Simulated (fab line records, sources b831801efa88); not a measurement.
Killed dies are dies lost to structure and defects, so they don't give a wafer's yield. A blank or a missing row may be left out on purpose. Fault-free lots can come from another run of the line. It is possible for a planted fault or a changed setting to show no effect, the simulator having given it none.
fab line records	flow sky130
record: lots: 6	wafers: 17	last-day: 50
route steps=708 shown CAPM@545 METAL3@555 PAD_OPEN@708
lots that met no fault: taken from a fault-free run of the same line
start-h: hours from the record's first day to the start of the lot's first wafer shown	wait-h: hours elapsed since this lot's preceding step	" as in the row above	L1.1+2: one row covering several wafers at once	- value missing, or start not given	* or withheld: withheld	< > ~ a bound
route shown NAME@n: names a module that has steps shown in the file, with the first one's number in the route	usual: mean and standard deviation over wafers with no fault	same: alike in all rows	chamber/n: place in a boat	sites: each site's reading	_std_site: standard deviation across them	_edge_site: outer sites' mean less inner sites'	radius-mm: for every site, how far away it sits from the centre of the wafer	mask NAME#n: copy n	behind: the most recent tool/chamber to have shaped the wafer	hold: reason for holding the lot/hours on hold/outcome of the hold	device: the transistor (n, p or np) that didn't switch	end of line: the route-end tests of the same wafers	step lacking rows: just its recipe	killed: the dies lost at the first sort to structure and to defects; this is not the yield of the wafer	map: dies across one wafer; x = killed, . = not, _ = none there
set.NAME: the setting that was run; set.NAME@STEP: the one run at that earlier step	model.NAME: the simulator's own value behind a step, which no gauge read
lots at selected steps of the route; one table per step, one row per wafer
services: when a tool's chamber went out of use (start-h, in hours from the record's first day, below 0 if earlier), for how many hours, and the reason
== steps ==
step: SKY_CAPM_SOFTBAKE_08
recipe: temp-c: 90	time-s: 60	resist: NOVOLAK
step: SKY_CAPM_EXPOSE_09
recipe: mask-id: CAPM	na: 0.6	source-shape: conventional	sigma-outer: 0.6	polarization: unpolarized	target-cd-nm: 1000	dose-mj: 159
step: SKY_CAPM_PEB_10
recipe: temp-c: withheld	time-s: *	resist: NOVOLAK
step: SKY_CAPM_DEVELOP_11
recipe: resist: NOVOLAK	developer: TMAH	develop-time-s: 60	dev-temp-c: 23
step: SKY_CAPM_OVL_MEAS_12
usual: CAPM_OVL: 0.2/1.3
lot.wafer	tool	chamber	start-h	wait-h	CAPM_OVL[nm]
L954.2	overlay-02	-	889.15	0.1	0.9
L954.4	"	-	"	"	-0.3
L954.6	"	-	"	"	-0.3
L957.1	overlay-01	-	910.09	0.1	-1.2
L957.4	"	-	"	"	-1.1
L957.6	"	-	"	"	0.6
L958.1	overlay-02	-	922.94	0.1	-1.4
L958.2	"	-	"	"	0.7
L958.6	"	-	"	"	-0.8
L962.2	overlay-02	-	955.25	0.1	-0.8
L962.3	"	-	"	"	-0.5
L972.1	overlay-01	-	1015.14	0.1	-1.6
L972.2	"	-	"	"	0.3
L972.3	"	-	"	"	0.3
L976.2	overlay-01	-	1038.05	0.1	0.3
L976.3	"	-	"	"	0.1
L976.5	"	-	"	"	-0.1
step: SKY_CAPM_METAL_ETCH_13
recipe: target-depth-nm: 220	stop-on: SiO2	chemistry: Cl2/BCl3	target: TiN	pressure-mtorr: 10	icp-w: 900	bias-w: 48.5	Cl2_flow_sccm: 60	bcl3-flow-sccm: 30	time-s: 62.9
usual: drypump-motor-current-A: 6.0/0.52	oes-product-au: 0.940/0.0079	rf-fwd-power-W: 894/3.7	throttle-valve-pct: 21.903/0.01
same: time-s: 62.9
lot.wafer	tool	chamber	start-h	wait-h	drypump-motor-current-A	oes-product-au	rf-fwd-power-W	rf-hours-counter-h	throttle-valve-pct
L954.2	rie-metal-01	0	889.18	0.0	5.6	0.943	895	4	21.911
L954.4	"	1	"	"	6.6	0.929	889	-	21.917
L954.6	"	1	"	"	6.7	0.939	891	-	21.906
L957.1	rie-metal-03	0	910.13	0.0	5.6	0.937	897	7	21.911
L957.4	"	0	"	"	5.7	0.928	892	-	21.914
L957.6	"	0	"	"	5.6	0.941	896	-	21.907
L958.1	rie-metal-03	1	922.98	0.0	6.5	0.958	894	18	21.895
L958.2	"	0	"	"	5.6	0.948	890	8	21.880
L958.6	"	1	"	"	6.5	0.953	893	-	21.898
L962.2	rie-metal-03	1	955.28	0.0	6.5	0.946	896	0	21.919
L962.3	"	1	"	"	6.5	0.953	894	-	21.894
L972.1	rie-metal-04	1	1015.18	0.0	5.8	0.943	898	17	21.911
L972.2	"	0	"	"	5.1	0.945	891	11	21.898
L972.3	"	0	"	"	5.1	0.939	893	-	21.914
L976.2	rie-metal-01	1	1038.08	0.0	6.6	0.953	888	16	21.906
L976.3	"	1	"	"	6.6	0.949	889	-	21.899
L976.5	"	0	"	"	5.6	0.941	900	-	21.918
step: SKY_CAPM_STRIP_14
recipe: chemistry: O2/N2	power-w: 1400	pressure-mtorr: 1500	platen-temp-c: withheld	o2-flow-sccm: 3000	n2-flow-sccm: 300	overash-fraction: 0.5
usual: drypump-motor-current-A: 5.8/0.48	oes-product-au: 0.711/0.0044	strip-time-to-endpoint-s: 12.63/0.045
lot.wafer	tool	chamber	start-h	wait-h	drypump-motor-current-A	oes-product-au	rf-hours-counter-h	strip-time-to-endpoint-s
L954.2	plasma-asher-01	0	889.26	0.1	5.5	0.709	79	12.58
L954.4	"	1	"	"	5.4	0.714	-	12.57
L954.6	"	0	"	"	5.5	0.713	-	12.54
L957.1	plasma-asher-04	1	910.21	0.1	5.7	0.714	102	12.58
L957.4	"	1	"	"	5.7	0.708	-	12.67
L957.6	"	0	"	"	5.1	0.711	-	12.63
L958.1	plasma-asher-02	1	923.06	0.1	6.4	0.705	18	12.63
L958.2	"	0	"	"	6.3	0.708	18	12.60
L958.6	"	0	"	"	6.3	0.713	-	12.69
L962.2	plasma-asher-04	0	955.36	0.1	5.1	0.716	107	12.61
L962.3	"	0	"	"	5.1	0.713	-	12.56
L972.1	plasma-asher-02	0	1015.26	0.1	6.3	0.717	26	12.58
L972.2	"	1	"	"	6.5	0.700	26	12.65
L972.3	"	0	"	"	6.3	0.712	-	12.65
L976.2	plasma-asher-04	0	1038.16	0.1	5.1	0.708	115	12.56
L976.3	"	0	"	"	5.1	0.712	-	12.55
L976.5	"	0	"	"	5.1	0.705	-	12.62
step: SKY_CAPM_STRIP_15
recipe: chemistry: post-etch-residue-remover	time-s: 1200	temp-c: 72.5
step: SKY_CAPM_CLEAN_16
recipe: chemistry: IPA	time-s: 180	temp-c: 25
step: SKY_CAPM_CLEAN_17
recipe: chemistry: O3/DIW	dry: n2-spin
step: SKY_METAL3_DEHYDRATE_05
recipe: temp-c: 200	time-s: 60
step: SKY_METAL3_HMDS_06
recipe: prime-time-s: 60	prime-temp-c: 120
step: SKY_METAL3_COAT_07
recipe: resist: BARC	temp-c: withheld	time-s: withheld	spin-rpm: 3000	resist-thk-nm: 60
usual: exhaust-pa: 44.9/0.96
lot.wafer	tool	chamber	start-h	wait-h	exhaust-pa
L954.2	litho-track-01	0	902.57	0.1	46.3
L954.4	"	0	"	"	45.2
L954.6	"	0	"	"	45.4
L957.1	litho-track-02	0	922.51	0.1	43.7
L957.4	"	0	"	"	46.6
L957.6	"	0	"	"	44.8
L958.1	litho-track-02	0	935.96	0.1	45.2
L958.2	"	0	"	"	45.1
L958.6	"	0	"	"	44.9
L962.2	litho-track-02	0	967.78	0.1	45.3
L962.3	"	0	"	"	45.6
L972.1	litho-track-04	0	1026.99	0.1	46.0
L972.2	"	0	"	"	45.5
L972.3	"	0	"	"	46.7
L976.2	litho-track-02	0	1049.13	0.1	45.6
L976.3	"	0	"	"	45.0
L976.5	"	0	"	"	45.2
step: SKY_METAL3_COAT_08
recipe: resist: KrF-thick	spin-rpm: 3000	resist-thk-nm: 1140
step: SKY_METAL3_SOFTBAKE_09
recipe: temp-c: 100	time-s: 90	resist: KrF-thick
step: SKY_METAL3_EXPOSE_10
recipe: mask-id: MM3	na: 0.68	source-shape: annular	sigma-inner: 0.4	sigma-outer: 0.8	target-cd-nm: 300	dose-mj: 28
step: SKY_METAL3_PEB_11
recipe: peb-temp-c: withheld	peb-time-s: withheld	resist: KrF-thick
step: SKY_METAL3_DEVELOP_12
recipe: develop-time-s: 60	resist: KrF-thick	dev-temp-c: 21
step: SKY_METAL3_CD_MEAS_13
recipe: target-cd-nm: 300
usual: cd-nm: 300.1/1.4
lot.wafer	tool	chamber	start-h	wait-h	cd-nm
L954.2	cd-sem-02	-	915.18	-	299.5
L954.4	"	-	"	"	298.2
L954.6	"	-	"	"	298.5
L957.1	cd-sem-01	-	935.66	-	300.9
L957.4	"	-	"	"	300.6
L957.6	"	-	"	"	300.0
L958.1	cd-sem-02	-	947.19	-	302.6
L958.2	"	-	"	"	302.3
L958.6	"	-	"	"	301.9
L962.2	cd-sem-02	-	980.06	-	300.1
L962.3	"	-	"	"	300.5
L972.1	cd-sem-02	-	1038.44	-	298.3
L972.2	"	-	"	"	298.4
L972.3	"	-	"	"	298.7
L976.2	cd-sem-02	-	1060.83	-	299.8
L976.3	"	-	"	"	300.8
L976.5	"	-	"	"	298.5
step: SKY_METAL3_OVL_MEAS_14
usual: METAL3_OVL: 0/5.7
lot.wafer	tool	chamber	start-h	wait-h	METAL3_OVL[nm]
L954.2	overlay-02	-	915.28	0.1	-6
L954.4	"	-	"	"	-6
L954.6	"	-	"	"	-5
L957.1	overlay-01	-	935.78	0.1	1
L957.4	"	-	"	"	5
L957.6	"	-	"	"	3
L958.1	overlay-01	-	947.31	0.1	-11
L958.2	"	-	"	"	-11
L958.6	"	-	"	"	-15
L962.2	overlay-02	-	980.17	0.1	5
L962.3	"	-	"	"	4
L972.1	overlay-01	-	1038.56	0.1	-3
L972.2	"	-	"	"	-6
L972.3	"	-	"	"	-4
L976.2	overlay-01	-	1060.93	0.1	-1
L976.3	"	-	"	"	-6
L976.5	"	-	"	"	4
step: SKY_METAL3_DESCUM_15
recipe: chemistry: O2	source-power-w: 150	bias-power-w: 0	pressure-mtorr: 10	temp-c: 40	time-s: 8
usual: drypump-motor-current-A: 5.9/0.48	oes-product-au: 1.008/0.0083	rf-fwd-power-W: 147.4/0.72
same: time-s: 8
lot.wafer	tool	chamber	start-h	wait-h	drypump-motor-current-A	oes-product-au	rf-fwd-power-W	rf-hours-counter-h
L954.2	rie-metal-01	1	915.31	0.0	6.7	1.008	146.0	9
L954.4	"	1	"	"	6.6	1.019	145.8	-
L954.6	"	0	"	"	5.6	1.004	148.7	-
L957.1	rie-metal-01	0	935.81	0.0	5.7	1.003	148.1	6
L957.4	"	0	"	"	5.6	1.000	147.5	-
L957.6	"	1	"	"	6.6	1.012	145.7	-
L958.1	rie-metal-01	1	947.35	0.0	6.6	1.001	146.1	10
L958.2	"	0	"	"	5.6	0.994	148.6	7
L958.6	"	0	"	"	5.6	0.998	148.4	-
L962.2	rie-metal-03	0	980.20	0.0	5.6	1.014	147.1	12
L962.3	"	1	"	"	6.5	1.005	147.2	-
L972.1	rie-metal-03	0	1038.60	0.0	5.6	1.000	146.5	15
L972.2	"	1	"	"	6.5	1.003	148.2	4
L972.3	"	1	"	"	6.5	1.002	148.1	-
L976.2	rie-metal-01	0	1060.96	0.0	5.6	1.001	149.1	14
L976.3	"	1	"	"	6.6	1.013	146.0	-
L976.5	"	1	"	"	6.6	1.013	145.9	-
step: SKY_METAL3_ETCH_16
recipe: chemistry: N2/H2	target: BARC	ion-energy-ev: 200	bias-w: 100	pressure-mtorr: 30	n2-flow-sccm: 100	h2-flow-sccm: 200	icp-w: 500	stop-on: SiO2	time-s: 88.2	target-depth-a: 600
usual: drypump-motor-current-A: 5.9/0.48	h2-flow-sccm: 200.0/0.54	oes-product-au: 0.626/0.0047	rf-fwd-power-W: 497.4/1.7	throttle-valve-pct: 13.205/0.0083
same: time-s: 88.2
lot.wafer	tool	chamber	start-h	wait-h	drypump-motor-current-A	h2-flow-sccm	oes-product-au	rf-fwd-power-W	rf-hours-counter-h	throttle-valve-pct	model.etch.depth-nm
L954.2	rie-metal-01	1	915.35	0.0	6.6	200.2	0.629	493.2	9	13.213	60.02
L954.4	"	1	"	"	6.6	199.5	0.635	496.1	-	13.207	60.09
L954.6	"	0	"	"	5.6	200.1	0.632	498.8	-	13.200	60.09
L957.1	rie-metal-01	0	935.85	0.0	5.6	200.9	0.617	497.1	6	13.202	59.95
L957.4	"	0	"	"	5.6	201.3	0.623	497.5	-	13.209	59.87
L957.6	"	1	"	"	6.6	201.0	0.626	493.8	-	13.205	59.97
L958.1	rie-metal-01	1	947.38	0.0	6.6	200.0	0.621	493.0	10	13.188	59.96
L958.2	"	0	"	"	5.6	200.3	0.626	499.6	7	13.210	59.99
L958.6	"	0	"	"	5.6	200.3	0.606	499.5	-	13.216	55.22
L962.2	rie-metal-03	0	980.23	0.0	5.6	199.8	0.626	496.6	12	13.214	59.8
L962.3	"	1	"	"	6.5	200.2	0.604	499.4	-	13.219	55.07
L972.1	rie-metal-03	0	1038.63	0.0	5.7	198.8	0.622	496.7	15	13.213	60
L972.2	"	1	"	"	6.5	199.8	0.622	497.1	4	13.207	60.06
L972.3	"	1	"	"	6.5	199.8	0.628	497.1	-	13.214	60.24
L976.2	rie-metal-01	0	1061.00	0.0	5.6	200.2	0.626	499.6	14	13.211	59.99
L976.3	"	1	"	"	6.6	200.7	0.633	496.7	-	13.202	59.9
L976.5	"	1	"	"	6.6	199.7	0.622	495.3	-	13.221	59.93
step: SKY_METAL3_ETCH_17
recipe: target: SiO2	stop-on: TiN	chemistry: C4F8/O2/Ar	source-w: 1500	bias-w: 1200	pressure-mtorr: 40	c4f8-flow-sccm: withheld	O2_flow_sccm: 6	Ar_flow_sccm: 300	time-s: 3.9	target-depth-a: 150
usual: oes-product-au: 0.753/0.0063	rf-fwd-power-W: 1469/7.8
same: time-s: 3.9
lot.wafer	tool	chamber	start-h	wait-h	oes-product-au	rf-fwd-power-W	rf-hours-counter-h
L954.2	rie-diel-02	3	915.44	0.1	0.757	1470	20
L954.4	"	0	"	"	0.754	1483	23
L954.6	"	1	"	"	0.749	1469	-
L957.1	rie-diel-04	2	935.94	0.1	0.747	1467	0
L957.4	"	0	"	"	0.763	1467	10
L957.6	"	1	"	"	0.756	1474	-
L958.1	rie-diel-02	1	947.48	0.1	0.751	1472	7
L958.2	"	2	"	"	0.753	1459	3
L958.6	"	1	"	"	0.744	1473	-
L962.2	rie-diel-03	3	980.33	0.1	0.745	1461	4
L962.3	"	0	"	"	0.747	1465	15
L972.1	rie-diel-02	3	1038.73	0.1	0.744	1483	24
L972.2	"	2	"	"	0.756	1467	6
L972.3	"	0	"	"	0.754	1474	27
L976.2	rie-diel-03	0	1061.10	0.1	0.750	1463	18
L976.3	"	1	"	"	0.743	1478	24
L976.5	"	3	"	"	0.751	1458	-
step: SKY_PAD_OPEN_PROBE_99
usual: defect-limited-yield: 82.3/2.1	killed_at_M0_to_M3: 45/6.9	killed_at_M4_up: 3.1/1.7	killed-at-contacts: 24/5.7	killed-at-front-end: 15/4.6	killed-at-other: 0.3/0.57	killed-dies: 87/10	killed-open: 48/7.4	killed-short: 39/6.7	sort_bin_3_pad_short: 0.9/0.41	sort_bin_5_function: 10.4/1.5	sort_bin_6_memory: 6.4/1.1	sort-n-pass: 405/10	sort-yield-pct: 82.3/2.1
same: gross-dies: 492	killed-at-back-side: 0	sort_bin_4_leakage[%]: 0	sort_bin_8_speed[%]: 0
lot.wafer	tool	chamber	start-h	wait-h	defect-limited-yield[%]	killed_at_M0_to_M3	killed_at_M4_up	killed-at-contacts	killed-at-front-end	killed-at-other	killed-dies	killed-open	killed-short	sort_bin_3_pad_short[%]	sort_bin_5_function[%]	sort_bin_6_memory[%]	sort-n-pass	sort-yield-pct[%]
L962.2	prober-02	-	1139.90	0.1	86.2	31	2	17	18	0	68	40	28	0.4	6.9	6.5	424	86.2
L962.3	prober-02	-	1139.95	0.2	81.5	45	3	28	15	0	91	55	36	0.8	9.8	7.9	401	81.5
L972.1	prober-02	-	1187.07	0.1	81.1	43	1	33	16	0	93	50	43	1.2	10.6	7.1	399	81.1
L972.2	prober-02	-	1187.12	0.1	80.7	58	1	21	15	0	95	53	42	0.4	11.8	7.1	397	80.7
L972.3	prober-02	-	1187.17	0.2	83.7	47	2	22	9	0	80	43	37	1.0	10.6	4.7	412	83.7
L976.2	prober-02	-	1201.81	0.1	79.9	53	1	22	23	0	99	53	46	1.0	12.2	6.9	393	79.9
L976.3	prober-02	-	1201.86	0.2	82.5	42	1	31	12	0	86	58	28	0.8	10.2	6.5	406	82.5
L976.5	prober-02	-	1201.96	0.2	84.3	47	1	21	7	1	77	45	32	0.6	10.4	4.7	415	84.3
killed by level:class
L962.2 VIA1:geometric-particle:open=8 CONTACT:geometric-particle:open=7 FIELD_ISO:geometric-particle:open=6 VIA3:geometric-particle:open=6 FIELD_ISO:geometric-particle:short=5 POLY_GATE:geometric-particle:short=5 METAL1:geometric-particle:short=5 LI_CONTACT:geometric-particle:open=4
L962.3 LI_CONTACT:geometric-particle:open=11 CONTACT:geometric-particle:open=10 METAL1:geometric-particle:short=9 VIA1:geometric-particle:open=9 POLY_GATE:geometric-particle:open=4 VIA3:geometric-particle:open=4 VIA1:geometric-particle:short=4 VIA2:geometric-particle:open=4
L972.1 LI_CONTACT:geometric-particle:open=11 CONTACT:geometric-particle:open=10 VIA1:geometric-particle:open=9 METAL2:geometric-particle:short=9 CONTACT:geometric-particle:short=6 METAL1:geometric-particle:short=5 FIELD_ISO:geometric-particle:short=4 POLY_GATE:geometric-particle:short=4
L972.2 VIA2:geometric-particle:open=11 VIA1:geometric-particle:short=9 VIA1:geometric-particle:open=9 CONTACT:geometric-particle:open=8 VIA2:geometric-particle:short=8 FIELD_ISO:geometric-particle:open=6 LI_CONTACT:geometric-particle:open=6 VIA3:geometric-particle:open=6
L972.3 VIA1:geometric-particle:open=11 CONTACT:geometric-particle:open=11 VIA2:geometric-particle:open=9 VIA1:geometric-particle:short=6 METAL1:geometric-particle:short=5 METAL2:geometric-particle:short=5 LI_CONTACT:geometric-particle:open=4 VIA3:geometric-particle:open=4
L976.2 CONTACT:geometric-particle:open=12 METAL1:geometric-particle:short=11 VIA3:geometric-particle:open=9 VIA1:geometric-particle:open=8 VIA2:geometric-particle:open=7 FIELD_ISO:geometric-particle:short=6 FIELD_ISO:geometric-particle:open=6 VIA1:geometric-particle:short=4
L976.3 VIA1:geometric-particle:open=14 LI_CONTACT:geometric-particle:open=11 CONTACT:geometric-particle:open=10 FIELD_ISO:geometric-particle:open=6 VIA2:geometric-particle:open=6 VIA1:geometric-particle:short=6 VIA3:geometric-particle:open=6 CONTACT:geometric-particle:short=5
L976.5 VIA1:geometric-particle:open=15 LI_CONTACT:geometric-particle:open=7 VIA2:geometric-particle:open=6 CONTACT:geometric-particle:open=5 LI_CONTACT:geometric-particle:short=5 METAL2:geometric-particle:short=5 VIA3:geometric-particle:open=4 CONTACT:geometric-particle:short=3
== services ==
tool	chamber	start-h	hours	kind
rie-diel-03	0	866.18	6.6	repair
plasma-asher-02	-	878.65	6.3	repair
plasma-asher-04	-	890.12	5.9	repair
rie-metal-04	-	894.34	28.1	pm
rie-diel-04	2	900.37	-	clean
rie-diel-04	2	900.37	20.6	scheduled-down
rie-diel-04	0	925.82	8.5	repair
rie-metal-03	1	926.57	-	clean
rie-metal-03	1	926.57	20.3	scheduled-down
rie-metal-03	1	926.57	20.3	vent-cycle
rie-diel-02	1	929.42	10.0	repair
rie-metal-01	-	931.16	4.3	pm
rie-metal-04	-	945.63	1.4	pm
plasma-asher-01	-	973.34	0.6	repair
rie-diel-02	0	981.71	9.3	repair
plasma-asher-02	-	1001.97	5.1	repair
rie-metal-04	-	1006.62	2.8	pm
rie-diel-04	1	1007.97	4.5	repair
rie-diel-03	-	1028.48	14.6	pm
rie-diel-04	2	1037.73	9.1	repair
rie-diel-04	1	1045.96	9.5	repair
plasma-asher-04	-	1055.25	9.0	pm
plasma-asher-04	0	1055.25	9.0	vent-cycle
plasma-asher-04	1	1055.25	9.0	vent-cycle
== key ==
first-sign: step: SKY_METAL3_ETCH_16	reading: oes-product-au	direction: down	sigmas: 4.4	usual: 0.626	struck: 0.605
effect none on later readings
model-effect: step: SKY_METAL3_ETCH_16	value: etch.depth-nm	without: 59.92	struck: 55.14
met-at SKY_METAL3_COAT_07
struck-wafers L958.6,L962.3
onset-between 922.51 935.96
fault: kind: process-parameter-drift	tool: litho-track-02	chamber: -	onset-h: 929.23	steps: SKY_METAL3_COAT_07	channel: resist-thk-nm	offset: -4.7832	shape: step	end-h: 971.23	scope: struck-wafers-only	acts-in: these-recipes-only	stated: 60
